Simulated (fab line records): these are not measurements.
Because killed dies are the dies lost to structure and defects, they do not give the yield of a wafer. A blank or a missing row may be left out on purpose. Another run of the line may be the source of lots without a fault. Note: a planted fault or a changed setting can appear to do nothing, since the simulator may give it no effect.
Problem report in the 8D (eight disciplines) form, filled by code || flow sky130 || the parts of the form that need people (team, actions taken, sign-off) are left out

## 1. WHAT IS WRONG
Wafers free of any fault read 3961 (standard deviation 40) for SD_N_TW at SKY_SD_N_TW_MEAS_12, against a mean of 30 on 6 wafers of 2 lots. Measured from the usual mean, that is -98 standard deviations.
The first sign was on wafer L654.2 at day 32 22:16, on filmMetro-04. Wafers with a number at this step in the record: 36, from 12 lots. The rule behind "out" and "out of limits": a value lying over 4 standard deviations away from the usual mean. The rest of the wafers with a number are treated as sound.

## 2. WHAT IT IS AND WHAT IT IS NOT
{"question": "which readings at this step", "is": "SD_N_TW", "is not": "-"}
{"question": "which lots", "is": "L653, L654", "is not": "L642, L643, L644, L645, L646, L647, L649, L652, L655, L662"}
{"question": "which wafers of those lots", "is": "all that have a number", "is not": "-"}
{"question": "read on which gauges", "is": "filmMetro-01, filmMetro-04", "is not": "filmMetro-03"}
{"question": "when", "is": "from day 32 22:16", "is not": "up to then (24 sound wafers); but 6 sound wafers of L655, L662 came after"}

## 3. WHAT RULES OUT EACH SUSPECT
Counting: any tool at a process step up to the reading is kept as a suspect provided that every lot that is out went through it and no sound lot did after the first of them.
- the gauge at SKY_SD_N_TW_MEAS_12 has been ruled out. The wafers that are out were read on 2 gauges (filmMetro-01, filmMetro-04).
- lithoTrack-04 at SKY_SD_N_DEVELOP_06 (develop time 60 s): kept. Every lot that is out went through it, starting with L654 (day 32 21:34), and after that it ran no sound lot; the last sound lot it ran before then is L652 (day 32 13:24).
Left after counting: lithoTrack-04 at SKY_SD_N_DEVELOP_06.

## 4. THE CAUSE (what the simulator had put in)
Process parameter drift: lithoTrack-04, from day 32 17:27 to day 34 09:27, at SKY_SD_N_DEVELOP_06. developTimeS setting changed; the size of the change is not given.
Counting left only this tool.

## 5. SEQUENCE OF EFFECTS, ordered by route
One row per reading whose mean, taken over the struck wafers that have a number, lies over 3 standard deviations from the usual. Scope: only readings with a usual standard deviation given in the record; hours: median across lots of the time from each lot's start at the first step in this table that gives one to its start at this step; sigmas: change in usual standard deviations.
{"hours": 0, "step": "SKY_SD_N_TW_MEAS_12", "reading": "SD_N_TW", "usual": 3961, "on struck wafers": 30, "change": -3931, "sigmas": -98}
{"hours": 395, "step": "SKY_PAD_OPEN_PROBE_99", "reading": "killedAtFrontEnd", "usual": 16, "on struck wafers": 415, "change": "+399", "sigmas": "+97"}
{"hours": 395, "step": "SKY_PAD_OPEN_PROBE_99", "reading": "killedDies", "usual": 86, "on struck wafers": 492, "change": "+406", "sigmas": "+43"}
{"hours": 395, "step": "SKY_PAD_OPEN_PROBE_99", "reading": "killedOnRim", "usual": 17, "on struck wafers": 96, "change": "+79", "sigmas": "+19"}
Its process steps:
- SKY_PAD_OPEN_PROBE_99
Readings that are blank on the struck wafers while sound wafers have them: cdNm at SKY_SD_N_CD_MEAS_07; SD_N_OVL at SKY_SD_N_OVL_MEAS_08.
Later measuring or inspecting steps at which every struck wafer that the step has a row for has a number for every such reading, and none has moved that far: SKY_LI_CONTACT_THK_MEAS_01.

## 6. HOW IT WOULD HAVE BEEN CAUGHT EARLIER
Counted from the fault's start at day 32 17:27, it took 5 hours until the first out-of-limits reading at a measuring or inspecting step in this record, taken at day 32 22:16.
Between SKY_SD_N_DEVELOP_06 and SKY_SD_N_TW_MEAS_12, SKY_SD_N_CD_MEAS_07 gave no cdNm and SKY_SD_N_OVL_MEAS_08 gave no SD_N_OVL on the struck wafers, where sound wafers have one: a measuring or inspecting step that comes back empty is itself a sign.
No tool reading at SKY_SD_N_DEVELOP_06 that has a usual standard deviation in the record was out on any struck wafer, so an alarm limit of 4 standard deviations on those readings would not have fired.
By day 32 22:16 the whole set of lots that are out, 2 in number, had already begun SKY_SD_N_DEVELOP_06 on lithoTrack-04. None of them would have been spared by holding the tool at that moment.
